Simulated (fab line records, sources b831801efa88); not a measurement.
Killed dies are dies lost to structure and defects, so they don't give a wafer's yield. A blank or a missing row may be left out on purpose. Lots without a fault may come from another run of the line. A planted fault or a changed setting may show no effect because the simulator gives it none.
A struck lot beside a sound one | flow sky130 | 15 steps out of a route of 708
Sound: wafers L742.2, L742.3, L742.4. Struck: wafers L750.2, L750.3, L750.4. The cause comes at the end.
At each step with rows: each side's tool, then ch and its chambers, then its first start. Under that, the readings that differ: sound wafers | struck wafers | difference of the means | sigmas: that difference in standard deviations of wafers without a fault.
alike: readings whose means differ by less than 2 such deviations, and words and numbers that are the same on both sides. not compared: withheld readings, readings that some wafer has no value for, bounds like >300 that may hide the same value, and numbers for which the record gives no deviation and whose values overlap.
The two part at a step that has a row with sigmas, a row that says differs or no value, or rows on one side only. Numbers that don't overlap but have no deviation are shown without sigmas and don't part them. A reading that every wafer of one side lacks parts them only if that side has two wafers or more.

SKY_LDD_LDN_TW_MEAS_13:
  sound on film_metro-01, day 24 15:47; struck on film_metro-01, day 27 03:38
  alike: LDD_LDN_TW
then, 2 steps without rows for these wafers: SKY_LDD_LDN_CLEAN_14 (cleans in SC1/SC2, time 150 s); SKY_SPACER_CVD_00 (deposits Si3N4 from DCS/NH3, target thk 43.1 nm, time 740 s).
SKY_SPACER_THK_MEAS_01:
  sound on film_metro-03, day 24 18:40; struck on film_metro-04, day 27 04:57
  alike: SPACER_CVD_00_THK
SKY_SPACER_ETCHBACK_02: etches Si3N4 in CH3F/O2, stops on SiO2, time 46.7 s, target depth 45 nm.
  sound on rie_diel-03 ch 1,2,3, day 24 18:43; struck on rie_diel-04 ch 0,2,3, day 27 05:00
  alike: drypump_motor_current_A, oes_product_au, throttle_valve_pct
  not compared: rf_hours_counter_h
then, 7 steps without rows for these wafers: SKY_POLY_CUT_DEHYDRATE_00 (time 60 s); SKY_POLY_CUT_HMDS_01 (prime time 60 s); SKY_POLY_CUT_COAT_02 (resist thk 60 nm); SKY_POLY_CUT_COAT_03 (resist thk 450 nm); SKY_POLY_CUT_SOFTBAKE_04 (time 90 s); SKY_POLY_CUT_EXPOSE_05 (exposes mask NPCM, target cd 270 nm); SKY_POLY_CUT_PEB_06.
SKY_POLY_CUT_DEVELOP_07: develop time 60 s.
  sound on litho_track-02 ch 0, day 26 00:00; struck on litho_track-01 ch 0, day 28 10:00
  reading              | sound             | struck            | difference | sigmas
  developer_temp_C (C) | 20.96 21.17 20.80 | 21.65 21.69 21.80 | +0.74      | +8
SKY_POLY_CUT_CD_MEAS_08: target cd 270 nm.
  sound on cd_sem-02, day 26 00:31; struck on cd_sem-01, day 28 10:34
  reading    | sound             | struck            | difference | sigmas
  cd_nm (nm) | 270.6 268.6 271.6 | 273.5 274.0 273.4 | +3.4       | +2
-- the record jumps here: 21 days lie between the struck wafers' starts before and after (it left off in module POLY_CUT and takes up again in module PAD_OPEN, whose first step shown is number 708 of the route) --
SKY_PAD_OPEN_PROBE_99:
  sound on prober-02, day 47 15:30; struck on prober-02, day 49 00:12
  reading         | sound | struck | difference | sigmas
  killed_at_other | 0 0 0 | 1 2 3  | +2         | +3
  alike: killed_at_M0_to_M3, killed_at_M4_up, killed_at_contacts, killed_at_front_end, killed_dies, killed_open, killed_short

WHERE THEY PART
First at SKY_POLY_CUT_DEVELOP_07; last, within this record, at SKY_PAD_OPEN_PROBE_99.

WHY: what the simulator had put in
Process parameter drift: litho_track-01, from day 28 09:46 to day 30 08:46, at SKY_POLY_CUT_DEVELOP_07. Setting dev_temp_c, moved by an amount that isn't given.
